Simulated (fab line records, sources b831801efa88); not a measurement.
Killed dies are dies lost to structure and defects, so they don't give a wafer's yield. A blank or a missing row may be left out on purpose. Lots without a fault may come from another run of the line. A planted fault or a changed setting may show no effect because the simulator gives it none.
One fault seen from 2 desks | flow gf180mcu | each desk has only its own numbers; what lay behind them comes last

THE METROLOGY DESK
What the gauges read, lot by lot, whatever tool the lot ran on: means of the sampled wafers that have a number. A lot is out of limits, marked OUT, if its mean lies more than 4 standard deviations from the usual mean; the brackets give that distance.
Columns: A = V2_CVD_02_THK at GF_V2_THK_MEAS_03, usual 850 nm; B = V2_BOW at GF_V2_BOW_MEAS_05, usual 102 um
lot  | first seen here | A             | B
L558 | day 19 07:34    | 842           | 106
L559 | day 19 17:15    | 851           | 99
L560 | day 19 23:53    | 847           | 103
L561 | day 20 16:37    | 842           | 109
L562 | day 20 22:01    | 837           | 110
L564 | day 21 16:19    | 850           | 97
L565 | day 22 00:01    | 838           | 101
L566 | day 22 07:17    | 860           | 96
L569 | day 23 16:50    | 848           | 108
L570 | day 23 18:10    | 862           | 99
L571 | day 24 01:33    | 498 (-29) OUT | 90
L572 | day 24 06:29    | 679 (-14) OUT | 100
L580 | day 26 20:03    | 848           | 97
L581 | day 27 02:58    | 840           | 97
This desk's finding: out of limits on L571, L572; first on L571, day 24 01:33 (V2_CVD_02_THK at GF_V2_THK_MEAS_03). In limits: L558, L559, L560, L561, L562, L564, L565, L566, L569, L570, L580, L581.

THE TOOL OWNER'S DESK: pecvd-04
The tool's own readings at GF_V2_CVD_02 (deposits SiO2 from TEOS, target thk 850 nm, time 94.851 s): means of the sampled wafers that have a number, for each lot that ran on this tool. A lot is out of limits, marked OUT, if its mean lies more than 4 standard deviations from the usual mean; the brackets give that distance.
Columns: A = heater_power_w at GF_V2_CVD_02, usual 626 W
lot  | first seen here | A
L559 | day 19 17:11    | 594
L561 | day 20 16:32    | 579
L564 | day 21 16:14    | 564
L566 | day 22 07:13    | 625
L570 | day 23 18:05    | 604
L571 | day 24 01:28    | 609
L572 | day 24 06:25    | 583
This desk's finding: nothing out of limits on any of the 7 lots.

PUT TOGETHER
The metrology desk could have raised an alarm at day 24 01:33, on L571, L572.
The tool owner's desk saw nothing out of limits.
The tool owner's desk has L571, L572 on record, within its limits.
Of the lots named, all ran GF_V2_CVD_02 on pecvd-04.

WHAT THE SIMULATOR HAD PUT IN
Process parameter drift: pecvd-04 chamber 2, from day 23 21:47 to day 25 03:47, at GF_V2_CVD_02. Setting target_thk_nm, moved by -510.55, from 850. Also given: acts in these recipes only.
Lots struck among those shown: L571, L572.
Hours from the fault's start to each desk's first reading out of limits: the metrology desk, 4.
